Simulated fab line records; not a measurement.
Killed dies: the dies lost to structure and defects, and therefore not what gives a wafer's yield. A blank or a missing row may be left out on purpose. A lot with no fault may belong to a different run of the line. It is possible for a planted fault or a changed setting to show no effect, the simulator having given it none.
A lot that was struck, set against a sound lot + flow sky130 + 14 out of 708 route steps
Sound: the wafers L727.2, L727.5, L727.6. The struck wafers were L718.3, L718.4, L718.6. Last of all comes the cause.
Each step with rows lists, per side, the tool, then ch with its chambers, then its first start. Under that, the readings that differ: sound wafers + struck wafers + difference of the means + sigmas: that difference in standard deviations of wafers without a fault.
alike: a reading whose means differ by less than 2 such deviations, as well as words and numbers matching on both sides. not compared: withheld readings; readings where some wafer has no value; bounds like >300 that might hide an equal value; numbers whose values overlap and for which the record gives no deviation.
The two part at a step that has a row with sigmas, a row that says differs or no value, or rows on one side only. When numbers do not overlap yet have no deviation, they are printed without sigmas and do not part them. A reading that every wafer of one side lacks parts them only if that side has two wafers or more.

SKY_POLY_GATE_ETCH_17: etches poly-Si in HBr/Cl2, stops on SiO2, target depth 180 nm, time 70.5 s.
  sound on rieSi-01 ch 0,3, day 23 14:37; struck on rieSi-02 ch 0,1, day 20 12:52
  alike: drypumpMotorCurrentA, mfcCl2Sccm, oesProductAu, throttleValvePct
  not compared: rfHoursCounterH
SKY_POLY_GATE_STRIP_18: strips in O2/N2.
  sound on plasmaAsher-02 ch 0,1, day 23 14:40; struck on plasmaAsher-02 ch 0,1, day 20 12:56
  alike: drypumpMotorCurrentA, n2FlowSccm, oesProductAu, stripTimeToEndpointS
  not compared: rfHoursCounterH
then, 2 steps without rows for these wafers: SKY_POLY_GATE_CLEAN_19 (cleans in SC1/SC2, time 150 s); SKY_POLY_GATE_OXIDATION_20 (stabilise 600 s, purge 300 s, target thk 4 nm).
SKY_POLY_GATE_THK_MEAS_21:
  struck on filmMetro-03, day 20 15:13; sound on filmMetro-02, day 23 16:52
  alike: POLY_GATE_OXIDATION_THK
SKY_POLY_GATE_CD_MEAS_22:
  struck on cdSem-02, day 20 15:19; sound on cdSem-01, day 23 16:56
| reading   | sound             | struck            | difference | sigmas |
|-----------|-------------------|-------------------|------------|--------|
| cdNm (nm) | 152.7 155.2 153.5 | 149.6 150.3 148.9 | -4.2       | -2     |
then, 6 steps without rows for these wafers: SKY_LDD_N_DEHYDRATE_00 (time 60 s); SKY_LDD_N_HMDS_01 (prime time 60 s); SKY_LDD_N_COAT_02 (resist thk 300 nm); SKY_LDD_N_SOFTBAKE_03 (time 60 s); SKY_LDD_N_EXPOSE_04 (exposes mask NTM, target cd 840 nm); SKY_LDD_N_PEB_05.
SKY_LDD_N_DEVELOP_06: develop time 60 s.
  sound on lithoTrack-02 ch 0, day 24 21:59; struck on lithoTrack-02, day 21 21:58
  no value came back on the struck wafers for chillPlateTempC (C), developTimeS (s); on the sound wafers chillPlateTempC (C) reads 23.09 22.98 23.05
SKY_LDD_N_OVL_MEAS_07:
  struck on overlay-02, day 21 22:05; sound on overlay-02, day 24 22:07
| reading        | sound        | struck | difference                    | sigmas |
|----------------|--------------|--------|-------------------------------|--------|
| LDD_N_OVL (nm) | 0.6 -1.5 1.4 | - - -  | no value on the struck wafers |        |

== WHERE THEY PART ==
At SKY_POLY_GATE_CD_MEAS_22 first; at SKY_LDD_N_OVL_MEAS_07 last (within this record only).

WHY: what had been put in by the simulator
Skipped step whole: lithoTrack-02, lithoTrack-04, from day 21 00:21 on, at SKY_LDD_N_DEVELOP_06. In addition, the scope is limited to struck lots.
